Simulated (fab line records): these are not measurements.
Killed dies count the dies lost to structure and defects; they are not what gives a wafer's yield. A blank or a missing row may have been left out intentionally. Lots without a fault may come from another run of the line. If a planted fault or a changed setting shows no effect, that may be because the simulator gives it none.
A lot that was struck, set against a sound lot	flow sky130	14 steps out of a route of 708
Sound: these wafers, L311.3, L311.4, L311.5. The struck wafers were L303.1, L303.3, L303.4. The cause is given at the end.
At each step with rows: each side's tool, then ch and its chambers, then its first start. Under that, the readings that differ: sound wafers	struck wafers	difference of the means	sigmas: that difference in standard deviations of wafers without a fault.
alike: a reading whose means differ by less than 2 such deviations, as well as words and numbers matching on both sides. not compared: withheld readings; readings where some wafer has no value; bounds like >300 that might hide an equal value; numbers whose values overlap and for which the record gives no deviation.
Wherever a step has rows on one side only, a row that says differs or no value, or a row with sigmas, the two part there. When numbers do not overlap yet have no deviation, they are printed without sigmas and do not part them. A reading that every wafer of one side lacks parts them only if that side has two wafers or more.

first, 5 steps without rows for these wafers: SKY_SD_N_COAT_02 (resist thk 1140 nm); SKY_SD_N_SOFTBAKE_03 (time 60 s); SKY_SD_N_EXPOSE_04 (exposes mask NSDM, target cd 380 nm); SKY_SD_N_PEB_05; SKY_SD_N_DEVELOP_06 (develop time 60 s).
SKY_SD_N_CD_MEAS_07: the cd target is 380 nm.
  sound on cd_sem-01, day 32 01:02; struck on cd_sem-02, day 29 03:33
  alike: cd_nm
SKY_SD_N_OVL_MEAS_08:
  sound on overlay-01, day 32 01:08; struck on overlay-02, day 29 03:40
  alike: SD_N_OVL
then, 2 steps without rows for these wafers: SKY_SD_N_IMPLANT_09; SKY_SD_N_IMPLANT_10.
SKY_SD_N_STRIP_11: strips in O2/N2.
  sound on plasma_asher-03 ch 0,1, day 32 01:29; struck on plasma_asher-02 ch 0,1, day 29 04:00
  alike: drypump_motor_current_A, oes_product_au, strip_time_to_endpoint_s
  not compared: rf_hours_counter_h
SKY_SD_N_TW_MEAS_12:
  sound on film_metro-01, day 32 01:35; struck on film_metro-04, day 29 04:06
  alike: SD_N_TW
then, 1 step without rows for these wafers: SKY_SD_N_CLEAN_13 (cleans in SC1/SC2, time 150 s).
SKY_SD_N_RTA_14: time 2 s.
  sound on rtp_anneal-01 ch 0, day 32 01:41; struck on rtp_anneal-02 ch 0, day 29 04:26
  alike: lamp_power_pct, ramp_up_c_per_s, wafer_temp_C_max
-- the record jumps here: 18 days lie between the struck wafers' starts before and after (it left off in module SD_N and takes up again in module PAD_OPEN, whose first step shown is number 708 of the route) --
SKY_PAD_OPEN_PROBE_99:
  sound on prober-01, day 48 17:03; struck on prober-02, day 46 22:46
reading	sound	struck	difference	sigmas
model.etest.res_xhigh_po.line_ohm_um	5599 5485 5466	4374 4468	-1096	
model.etest.res_xhigh_po.rs_ohm_sq	1970 1937 1900	1536 1544	-396	
model.etest.pfet_01v8.r_on_ohm_um	2896 2821 2864	2630 2572	-259	
model.etest.res_pdiff.line_ohm_um	1331 1330 1350	1142 1154	-189	
model.etest.pfet_g5v0d10v5.r_on_ohm_um	4714 4700 4709	4773 4789	+73	
model.etest.res_high_po.line_ohm_um	740.4 726 727.3	626.4 647.3	-94.4	
model.etest.licon_high_po.rc_ohm	343.3 345.2 343.4	263.4 256.7	-83.9	
model.etest.res_ndiff.line_ohm_um	755.5 754 762.8	695.4 702.8	-58.3	

## WHERE THEY PART
Nowhere in this record.

WHY: what the simulator had put in
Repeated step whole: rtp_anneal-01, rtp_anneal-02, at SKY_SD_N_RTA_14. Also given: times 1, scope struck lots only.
